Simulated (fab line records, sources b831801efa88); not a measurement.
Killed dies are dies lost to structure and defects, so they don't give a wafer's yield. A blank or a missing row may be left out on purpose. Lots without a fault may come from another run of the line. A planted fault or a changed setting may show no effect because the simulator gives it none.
A struck lot beside a sound one | flow sfq_line | 13 steps out of a route of 325
Sound: wafers L779.3, L779.4, L779.5. Struck: wafers L795.2, L795.6. The cause comes at the end.
At each step with rows: each side's tool, then ch and its chambers, then its first start. Under that, the readings that differ: sound wafers | struck wafers | difference of the means | sigmas: that difference in standard deviations of wafers without a fault.
alike: readings whose means differ by less than 2 such deviations, and words and numbers that are the same on both sides. not compared: withheld readings, readings that some wafer has no value for, bounds like >300 that may hide the same value, and numbers for which the record gives no deviation and whose values overlap.
The two part at a step that has a row with sigmas, a row that says differs or no value, or rows on one side only. Numbers that don't overlap but have no deviation are shown without sigmas and don't part them. A reading that every wafer of one side lacks parts them only if that side has two wafers or more.

first, 6 steps without rows for these wafers: SFQ_TRILAYER_M0_LITHO_COAT_026 (resist thk 62 nm); SFQ_TRILAYER_M0_LITHO_COAT_021 (resist thk 600 nm); SFQ_TRILAYER_M0_LITHO_SOFTBAKE_025; SFQ_TRILAYER_M0_LITHO_EXPOSE_022 (exposes mask M0, target cd 500 nm); SFQ_TRILAYER_M0_LITHO_PEB_024 (peb time 60 s); SFQ_TRILAYER_M0_LITHO_DEVELOP_023 (time 60 s).
SFQ_M0_OVL_MEAS_906:
  sound on overlay-01, day 6 16:01; struck on overlay-02, day 12 19:29
  alike: M0_OVL
SFQ_TRILAYER_M0_BARC_OPEN_METAL_ETCH_031: etches BARC in O2, target depth 125 nm, time 41.7 s.
  sound on rie_metal-03 ch 0,1, day 6 16:03; struck on rie_metal-03 ch 0,1, day 12 19:31
  alike: drypump_motor_current_A, he_backside_leak_sccm, oes_product_au, rf_fwd_power_W
  not compared: rf_hours_counter_h
SFQ_TRILAYER_M0_ETCH_METAL_ETCH_024: etches Nb in Cl2/Ar, stops on SiO2, target depth 240 nm, time 120 s.
  sound on rie_metal-03 ch 0,1, day 6 16:08; struck on rie_metal-03 ch 0,1, day 12 19:34
  alike: drypump_motor_current_A, he_backside_leak_sccm, oes_product_au, rf_fwd_power_W
  not compared: rf_hours_counter_h
SFQ_TRILAYER_M0_STRIP_STRIP_025: strips in O2.
  sound on rie_metal-03 ch 0,1, day 6 16:25; struck on rie_metal-03 ch 0,1, day 12 19:41
  alike: drypump_motor_current_A, he_backside_leak_sccm, oes_product_au
  not compared: rf_hours_counter_h
then, 1 step without rows for these wafers: SFQ_TRILAYER_M0_STRIP_SOLV_CLEAN_026 (cleans in NMP, time 600 s).
SFQ_TRILAYER_I0_DEP_PECVD_027: deposits SiO2 from SiH4/N2O, time 111.11 s, target thk 500 nm.
  sound on pecvd-04 ch 0,1,2, day 6 16:59; struck on pecvd-01 ch 1, day 12 20:28
  reading                                             | sound             | struck      | difference                    | sigmas
  rf_fwd_power_W (W)                                  | 182.5 181.9 182.7 | - -         | no value on the struck wafers |
  run_length_s (s)                                    | 138.7 138.7 138.6 | 134.8 134.3 | -4.1                          | -8
  model.SiO2_of_TRILAYER_I0_DEP_PECVD_027.thk_nm (nm) | 491 500.6 493.8   | 471.4 479.9 | -19.5                         |
  alike: heater_power_outer_w, heater_power_w, throttle_valve_pct
SFQ_TRILAYER_I0_CMP_CMP_028: polishes SiO2.
  sound on cmp-01 ch 0,1, day 6 17:04; struck on cmp-02 ch 0,2, day 13 02:51
  reading                | sound          | struck  | difference | sigmas
  motor_current_A (A)    | 12.3 11.8 11.8 | 9.9 9.0 | -2.5       | -3
  time_to_endpoint_s (s) | 211 215 210    | 188 191 | -22        | -3
  alike: head_pressure_psi, platen_rpm, slurry_flow_ml_min

WHERE THEY PART
First at SFQ_TRILAYER_I0_DEP_PECVD_027; last, within this record, at SFQ_TRILAYER_I0_CMP_CMP_028.

WHY: what the simulator had put in
Process parameter drift: pecvd-01, from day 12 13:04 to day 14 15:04, at SFQ_TRILAYER_I0_DEP_PECVD_027. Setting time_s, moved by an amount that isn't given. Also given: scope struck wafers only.
